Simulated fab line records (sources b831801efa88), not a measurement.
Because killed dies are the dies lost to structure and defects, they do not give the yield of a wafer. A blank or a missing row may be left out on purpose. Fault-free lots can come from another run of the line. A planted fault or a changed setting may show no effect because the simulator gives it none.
Comparing a struck lot with a sound one + flow gf180mcu + 15 out of 602 route steps
Sound: wafers L268.1, L268.2, L268.4. Wafers struck: L282.1, L282.2, L282.4. The cause is given at the end.
Per side, at each step with rows, come the tool, then ch with its chambers, and then its first start. Under that, the readings that differ: sound wafers + struck wafers + difference of the means + sigmas: that difference in standard deviations of wafers without a fault.
alike: same words and numbers on both sides, and readings whose means sit less than 2 such deviations apart. not compared: any withheld reading, any reading some wafer has no value for, any bound like >300 that may hide the same value, and any number with overlapping values for which the record gives no deviation.
Wherever a step has rows on one side only, a row that says differs or no value, or a row with sigmas, the two part there. When numbers do not overlap yet have no deviation, they are printed without sigmas and do not part them. Lack of a reading on every wafer of one side parts them only where that side has two or more wafers.

first, 4 steps without rows for these wafers: GF_VT_IMPLANT_SOFTBAKE_03 (time 60 s); GF_VT_IMPLANT_EXPOSE_04 (exposes mask LVPWELL LV AREA, target cd 600 nm); GF_VT_IMPLANT_PEB_05; GF_VT_IMPLANT_DEVELOP_06 (develop time 60 s).
GF_VT_IMPLANT_OVL_MEAS_07:
  sound on overlay-02, day 7 02:45; struck on overlay-02, day 10 10:05
  alike: VT_IMPLANT_OVL
after that, 1 step had no rows for these wafers: GF_VT_IMPLANT_IMPLANT_08.
GF_VT_IMPLANT_STRIP_09: strips in O2/N2.
  sound on plasma_asher-03 ch 0,1, day 7 02:56; struck on plasma_asher-03 ch 0,1, day 10 10:16
  alike: drypump_motor_current_A, heater_power_w, oes_product_au, strip_time_to_endpoint_s
  not compared: rf_hours_counter_h
GF_VT_IMPLANT_TW_MEAS_10:
  sound on film_metro-03, day 7 03:02; struck on film_metro-02, day 10 10:22
  alike: VT_IMPLANT_TW
then, 4 steps without rows for these wafers: GF_VT_IMPLANT_DEHYDRATE_11 (time 60 s); GF_VT_IMPLANT_HMDS_12 (prime time 60 s); GF_VT_IMPLANT_COAT_13 (resist thk 1000 nm); GF_VT_IMPLANT_SOFTBAKE_14 (time 60 s).
GF_VT_IMPLANT_EXPOSE_15: exposes mask Nwell LV AREA, target cd 860 nm.
  sound on iline_stepper-02 ch 0, day 7 11:17; struck on iline_stepper-01 ch 0, day 10 19:31
| reading              | sound                | struck               | difference | sigmas |
|----------------------|----------------------|----------------------|------------|--------|
| exposure_dose_mJ_cm2 | 139.81 140.22 140.10 | 151.24 151.05 151.07 | +11.08     | +79    |
  alike: mask
after that, 1 step had no rows for these wafers: GF_VT_IMPLANT_PEB_16.
-- here the record skips 23 days between the struck wafers' starts before and after, leaving off in module VT_IMPLANT and picking up in module PASSIVATION (first step shown: number 602 of the route) --
GF_PASSIVATION_PROBE_99:
  the record has rows for the struck wafers here (prober-01, day 34 02:38) and none for the sound ones

WHERE THEY PART
First at GF_VT_IMPLANT_EXPOSE_15; last, within this record, at GF_PASSIVATION_PROBE_99.

WHY: what the simulator had put in
Process parameters drifting: iline_stepper-01 at GF_VT_IMPLANT_EXPOSE_15, beginning at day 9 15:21. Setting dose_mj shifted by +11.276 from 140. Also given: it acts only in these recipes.
